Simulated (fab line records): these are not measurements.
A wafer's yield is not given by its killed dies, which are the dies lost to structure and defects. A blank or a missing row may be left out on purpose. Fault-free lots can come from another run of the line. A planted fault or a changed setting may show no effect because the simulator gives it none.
One fault through the eyes of 2 desks / flow gf180mcu / every desk sees just its own numbers, and what lay behind them comes last

== AT THE METROLOGY DESK ==
What the gauges read for every lot (on any tool): the sampled wafers with a number, averaged. The brackets show how far a lot's mean lies from the usual mean; more than 4 standard deviations puts the lot out of limits, marked OUT.
Columns: A = M4_ALCU_THK at GF_M4_THK_MEAS_06, usual 453 nm; B = MIM_ALCU_RS at GF_MIM_RS_MEAS_10, usual 0.1600 ohm/sq; C = MIM_ALCU_THK at GF_MIM_THK_MEAS_11, usual 201.6 nm
lot=L387; first seen here=day 22 16:46; A=460; B=0.1590; C=203.0
lot=L386; first seen here=day 22 21:48; A=462; B=0.1584; C=204.7
lot=L392; first seen here=day 24 10:35; A=454; B=0.1557; C=206.0
lot=L393; first seen here=day 24 20:45; A=455; B=0.1525 (-4.2) OUT; C=210.1
lot=L398; first seen here=day 26 04:31; A=450; B=0.1616; C=199.4
lot=L400; first seen here=day 27 07:26; A=457; B=0.1596; C=201.8
lot=L402; first seen here=day 27 18:41; A=445; B=0.1571; C=204.7
lot=L404; first seen here=day 29 03:30; A=457; B=0.1622; C=198.1
lot=L405; first seen here=day 29 03:56; A=459; B=0.1605; C=200.6
lot=L407; first seen here=day 29 12:43; A=444; B=0.1603; C=201.9
lot=L409; first seen here=day 30 06:08; A=454; B=0.1613; C=200.1
This desk reports L393 out of limits; the earliest was L393 at day 26 18:25 (MIM_ALCU_RS at GF_MIM_RS_MEAS_10). In limits: L387, L386, L392, L398, L400, L402, L404, L405, L407, L409.

== THE TOOL OWNER'S DESK: pvd_sputter-01 ==
The tool's own readings at GF_MIM_SPUTTER_08 (material AlCu, target thk 200 nm, time 10.6 s): means of the sampled wafers that have a number, for each lot that ran on this tool. The brackets show how far a lot's mean lies from the usual mean; more than 4 standard deviations puts the lot out of limits, marked OUT.
Columns: A = cathode_dc_power_W at GF_MIM_SPUTTER_08, usual 10600 W; B = throttle_valve_pct at GF_MIM_SPUTTER_08, usual 30.3 %
lot=L387; first seen here=day 24 16:24; A=10602; B=30.8
lot=L392; first seen here=day 26 08:55; A=10918 (+99 or more) OUT; B=30.6
lot=L393; first seen here=day 26 18:22; A=10919 (+99 or more) OUT; B=31.1
lot=L402; first seen here=day 29 13:08; A=10598; B=31.1
lot=L405; first seen here=day 30 20:01; A=10599; B=31.6
lot=L404; first seen here=day 30 20:47; A=10600; B=31.0
This desk's finding: out of limits on L392, L393; first on L392, day 26 08:55 (cathode_dc_power_W at GF_MIM_SPUTTER_08). In limits: L387, L402, L405, L404.

== BROUGHT TOGETHER ==
The tool owner's desk could have raised an alarm at day 26 08:55, on L392, L393.
Metrology desk: alarm possible at day 26 18:25 on L393.
The metrology desk holds a record of L392, inside its limits.
GF_MIM_SPUTTER_08 was run on pvd_sputter-01 by each of the lots named.

== WHAT THE SIMULATOR PUT IN ==
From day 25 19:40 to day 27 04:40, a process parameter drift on pvd_sputter-01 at GF_MIM_SPUTTER_08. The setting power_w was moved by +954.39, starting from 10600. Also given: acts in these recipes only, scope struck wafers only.
Lots struck among those shown: L392, L393.
Delay (hours) between the fault's onset and each desk's first out-of-limits reading: 13 at the tool owner's desk, 23 at the metrology desk.
